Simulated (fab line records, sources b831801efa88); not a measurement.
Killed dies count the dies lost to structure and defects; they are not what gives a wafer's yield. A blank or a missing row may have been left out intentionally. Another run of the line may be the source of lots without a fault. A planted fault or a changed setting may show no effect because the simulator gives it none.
Struck lot and sound lot, side by side + flow sky130 + 14 steps out of a route of 708
Sound: the wafers L321.1, L321.2, L321.5. Wafers L330.1, L330.5, L330.6 were the ones struck. The cause is named last.
Per side, at each step with rows, come the tool, then ch with its chambers, and then its first start. Under that, the readings that differ: sound wafers + struck wafers + difference of the means + sigmas: that difference in standard deviations of wafers without a fault.
alike: same words and numbers on both sides, and readings whose means sit less than 2 such deviations apart. not compared: any withheld reading, any reading some wafer has no value for, any bound like >300 that may hide the same value, and any number with overlapping values for which the record gives no deviation.
A row with sigmas, a row that says differs or no value, or rows on one side alone: a step with any of these is where the two part. Numbers that don't overlap but have no deviation are shown without sigmas and don't part them. Lack of a reading on every wafer of one side parts them only where that side has two or more wafers.

SKY_CONTACT_ETCH_17: etches SiO2 in C4F8/O2/Ar, stops on Si3N4, target depth 340 nm.
  sound on rieDiel-02 ch 0,2, day 33 12:38; struck on rieDiel-02 ch 1,3, day 36 12:07
  alike: oesProductAu
SKY_CONTACT_ETCH_18: etches Si3N4 in CHF3/O2, stops on TiN, time 39 s, target depth 75 nm.
  sound: rieDiel-02 ch 0,2; struck: rieDiel-02 ch 1,3
  alike: drypumpMotorCurrentA, oesProductAu, throttleValvePct
  not compared: rfHoursCounterH
then, 5 steps without rows for these wafers: SKY_CONTACT_STRIP_19 (strips in O2/N2); SKY_CONTACT_STRIP_20 (strips in post etch residue remover, time 1200 s); SKY_CONTACT_CLEAN_21 (cleans in IPA, time 180 s); SKY_CONTACT_CLEAN_22 (cleans in O3/DIW); SKY_CONTACT_SPUTTER_23 (material TiN, target thk 20 nm, time 80 s).
SKY_CONTACT_CVD_24: deposits W, target thk 340 nm, time 102.12 s.
  sound on cvdW-01 ch 0,1, day 33 13:23; struck on cvdW-02 ch 0,1, day 36 12:53
  alike: heaterPowerW
SKY_CONTACT_RS_MEAS_25: the measuring method here is four-point-probe.
  sound on filmMetro-01 at day 33 13:29; struck on filmMetro-02 at day 36 12:59
  alike: CONTACT_W_RS
SKY_CONTACT_THK_MEAS_26: measures by xrf.
  sound on filmMetro-01 at day 33 13:37; struck on filmMetro-02 at day 36 13:07
  alike: CONTACT_W_THK
SKY_CONTACT_CMP_27: polishes, stops on SiO2, t overpolish 15 s, target thk 0 nm.
  sound on cmp-01 ch 1,2, day 33 13:40; struck on cmp-01 ch 0,1,2, day 36 13:16
| reading             | sound    | struck   | difference | sigmas |
|---------------------|----------|----------|------------|--------|
| timeToEndpointS (s) | 73 73 74 | 84 83 86 | +11        | +2     |
  alike: motorCurrentA, overpolishRunS
then, 1 step without rows for these wafers: SKY_METAL1_SPUTTER_00 (material Ti, target thk 15 nm, time 10 s).
SKY_METAL1_SPUTTER_01: material TiN, target thk 20 nm, time 16.7 s.
  sound on pvdSputter-02 at day 33 14:00; struck on pvdSputter-01 at day 36 13:29
  no value came back on the struck wafers for cathodeDcPowerW (W), chamberPressurePa (Pa), throttleValvePct (%); on the sound wafers cathodeDcPowerW (W) reads 6500.0 6499.3 6498.7
SKY_METAL1_SPUTTER_02: material AlCu, target thk 250 nm, time 13.3 s.
  sound on pvdSputter-02 at day 33 14:01; struck on pvdSputter-01 at day 36 13:31
  alike: cathodeDcPowerW, chamberPressurePa, throttleValvePct

WHERE THEY PART
Earliest at SKY_CONTACT_CMP_27; latest, in this record, at SKY_METAL1_SPUTTER_01. Later steps at which nothing parts them and some readings are alike: SKY_METAL1_SPUTTER_02.

WHY: what the simulator had put in
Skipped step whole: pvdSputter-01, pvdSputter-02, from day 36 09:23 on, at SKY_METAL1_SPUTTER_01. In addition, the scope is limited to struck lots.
